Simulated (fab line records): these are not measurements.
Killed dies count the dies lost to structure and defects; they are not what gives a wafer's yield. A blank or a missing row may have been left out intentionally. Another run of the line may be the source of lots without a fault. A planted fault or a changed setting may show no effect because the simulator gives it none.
Which tool did it? ; flow gf180mcu ; Sampling: 15 lots, 45 wafers, 5 of 602 route steps

## WHAT THE GAUGES SHOWED, per wafer
GF_M2_THK_MEAS_06: measures by xrf. Usual: M2_ALCU_THK gives 457 nm (standard deviation 5.7).
lot;measured;on;M2_ALCU_THK (nm);flag
L152;day 18 17:16;film_metro-03;444 447 444;
L156;day 20 06:06;film_metro-03;463 468 457;
L157;day 20 09:35;film_metro-02;459 458 466;
L160;day 21 15:44;film_metro-03;465 468 470;
L161;day 21 20:46;film_metro-04;460 457 455;
L162;day 22 19:38;film_metro-04;450 457 448;
L163;day 22 22:38;film_metro-04;462 457 465;
L168;day 24 09:24;film_metro-02;451 456 448;
L169;day 25 03:46;film_metro-02;460 460 461;
L170;day 25 06:32;film_metro-03;455 463 460;
L171;day 25 07:24;film_metro-04;468 466 465;
L172;day 25 13:05;film_metro-04;466 462 464;
L173;day 25 20:16;film_metro-04;453 452 456;
L174;day 26 04:31;film_metro-03;447 456 450;
L175;day 26 06:49;film_metro-02;454 457 447;

GF_V2_CD_MEAS_14: the cd target is 260 nm. Usual: cd_nm reads 260.8 nm (standard deviation 1.5).
lot;measured;on;cd_nm (nm);flag
L152;day 20 20:26;cd_sem-02;260.1 260.8 259.3;
L156;day 22 07:52;cd_sem-02;260.3 260.0 260.4;
L157;day 22 10:14;cd_sem-02;263.8 263.0 262.7;
L160;day 23 15:31;cd_sem-01;261.5 261.0 262.1;
L161;day 23 20:59;cd_sem-01;257.4 257.7 257.3;
L162;day 25 01:41;cd_sem-01;261.0 260.1 262.8;
L163;day 25 01:50;cd_sem-01;262.9 262.4 262.9;
L168;day 26 05:56;cd_sem-01;258.9 259.3 260.1;
L169;day 26 22:23;cd_sem-02;261.0 260.3 261.4;
L170;day 27 02:34;cd_sem-02;260.7 261.6 261.1;
L171;day 27 02:58;cd_sem-01;262.1 261.4 262.8;
L172;day 27 08:41;cd_sem-01;261.9 261.2 262.0;
L173;day 27 15:21;cd_sem-01;260.5 260.0 260.8;
L174;day 27 22:43;cd_sem-02;261.2 260.1 259.8;
L175;day 28 00:23;cd_sem-02;258.8 258.1 258.5;

GF_V2_RS_MEAS_24: the measuring method here is four-point-probe. Usual: V2_W_RS gives 0.328 ohm/sq (standard deviation 0.0051).
lot;measured;on;V2_W_RS (ohm/sq);flag
L152;day 20 21:30;film_metro-02;0.326 0.325 0.328;
L156;day 22 08:53;film_metro-01;0.324 0.327 0.325;
L157;day 22 11:16;film_metro-01;0.319 0.331 0.322;
L160;day 23 16:33;film_metro-02;0.323 0.334 0.322;
L161;day 23 22:01;film_metro-01;44.374 43.246 43.842;OFF
L162;day 25 02:45;film_metro-01;43.995 44.439 44.217;OFF
L163;day 25 02:58;film_metro-02;43.249 44.346 43.534;OFF
L168;day 26 06:58;film_metro-04;0.329 0.330 0.329;
L169;day 26 23:25;film_metro-04;0.328 0.321 0.327;
L170;day 27 03:35;film_metro-04;0.325 0.322 0.326;
L171;day 27 03:59;film_metro-01;0.320 0.323 0.337;
L172;day 27 09:43;film_metro-02;0.330 0.332 0.326;
L173;day 27 16:28;film_metro-02;0.333 0.328 0.333;
L174;day 27 23:45;film_metro-02;0.330 0.327 0.326;
L175;day 28 01:25;film_metro-01;0.321 0.336 0.326;

GF_V2_THK_MEAS_25: measures by xrf. Usual: V2_W_THK gives 361 nm (standard deviation 8.7).
lot;measured;on;V2_W_THK (nm);flag
L152;day 20 21:37;film_metro-02;360 360 356;
L156;day 22 09:00;film_metro-01;370 369 369;
L157;day 22 11:23;film_metro-01;376 363 371;
L160;day 23 16:40;film_metro-02;361 348 363;
L161;day 23 22:08;film_metro-01;<0 - -;OFF
L162;day 25 02:52;film_metro-01;- - -;OFF
L163;day 25 03:05;film_metro-02;<0 <0 <0;OFF
L168;day 26 07:04;film_metro-04;353 352 355;
L169;day 26 23:31;film_metro-04;356 361 356;
L170;day 27 03:41;film_metro-04;359 365 357;
L171;day 27 04:06;film_metro-01;375 372 358;
L172;day 27 09:50;film_metro-02;360 353 362;
L173;day 27 16:33;film_metro-02;352 359 355;
L174;day 27 23:52;film_metro-02;357 359 362;
L175;day 28 01:32;film_metro-01;374 353 369;

## TOOL THAT RAN EACH LOT (tool first, then ch and the chambers of the sampled wafers, then the start)
lot;GF_V2_CVD_23
L152;cvd_w-02 ch 1, day 20 21:22
L156;cvd_w-02 ch 0,1, day 22 08:46
L157;cvd_w-01 ch 0,1, day 22 11:10
L160;cvd_w-01 ch 0,1, day 23 16:26
L161;cvd_w-01 ch 0,1, day 23 21:54
L162;cvd_w-02 ch 0,1, day 25 02:38
L163;cvd_w-01 ch 0,1, day 25 02:50
L168;cvd_w-02 ch 0,1, day 26 06:50
L169;cvd_w-02 ch 0,1, day 26 23:17
L170;cvd_w-02 ch 0,1, day 27 03:28
L171;cvd_w-01 ch 0,1, day 27 03:51
L172;cvd_w-02 ch 0,1, day 27 09:36
L173;cvd_w-02 ch 0,1, day 27 16:20
L174;cvd_w-02 ch 0, day 27 23:38
L175;cvd_w-01 ch 0,1, day 28 01:18
- GF_V2_CVD_23: deposits W, target thk 350 nm, time 104.94 s.

## AS READ BY THE TOOLS THEMSELVES (means over the sampled wafers that have a number; for cases with no such wafer, the mark the record gives instead)
GF_V2_CVD_23. Usual: chamber_pressure_Torr 40.00 Torr, standard deviation 0.076; heater_power_outer_w 550 W, standard deviation 78; heater_power_w 897 W, standard deviation 120.
lot;tool;chamber_pressure_Torr (Torr);heater_power_outer_w (W);heater_power_w (W);flag
L152;cvd_w-02;39.89;589;927;
L156;cvd_w-02;39.97;560;904;
L157;cvd_w-01;40.01;584;979;
L160;cvd_w-01;40.09;582;967;
L161;cvd_w-01;-;-;-;OFF
L162;cvd_w-02;-;-;-;OFF
L163;cvd_w-01;-;-;-;OFF
L168;cvd_w-02;40.02;538;870;
L169;cvd_w-02;40.01;535;862;
L170;cvd_w-02;40.07;564;893;
L171;cvd_w-01;39.98;588;975;
L172;cvd_w-02;40.08;537;866;
L173;cvd_w-02;40.03;574;897;
L174;cvd_w-02;39.98;511;819;
L175;cvd_w-01;40.05;585;970;

## THE ANSWER, worked out from the rows above alone
Rule: a lot is off if the mean of its wafers that have a number lies more than 3 standard deviations from the usual mean. Also off: a lot with no number at a reading for which 4 or more lots have one. Where the step has rows for the other lots, those lots are counted as sound. After the gauges, taken in route order, come the tools' own readings; for these a lot's mean is taken, as printed above. At the first step where some lot is off, the reading lying furthest off is the one used; lots without a number count as furthest.
Off: at GF_V2_RS_MEAS_24 (V2_W_RS), L161, L162, L163.
If a tool, at a process step before that reading, ran all the lots that are off and no sound lot after the first of them, it fits. Not tried: the gauges at GF_V2_RS_MEAS_24; whatever is off there is also off at GF_V2_CVD_23, on other tools, and gauge error can't account for it. None of those tried fits.

## WHAT HAD BEEN PUT IN BY THE SIMULATOR
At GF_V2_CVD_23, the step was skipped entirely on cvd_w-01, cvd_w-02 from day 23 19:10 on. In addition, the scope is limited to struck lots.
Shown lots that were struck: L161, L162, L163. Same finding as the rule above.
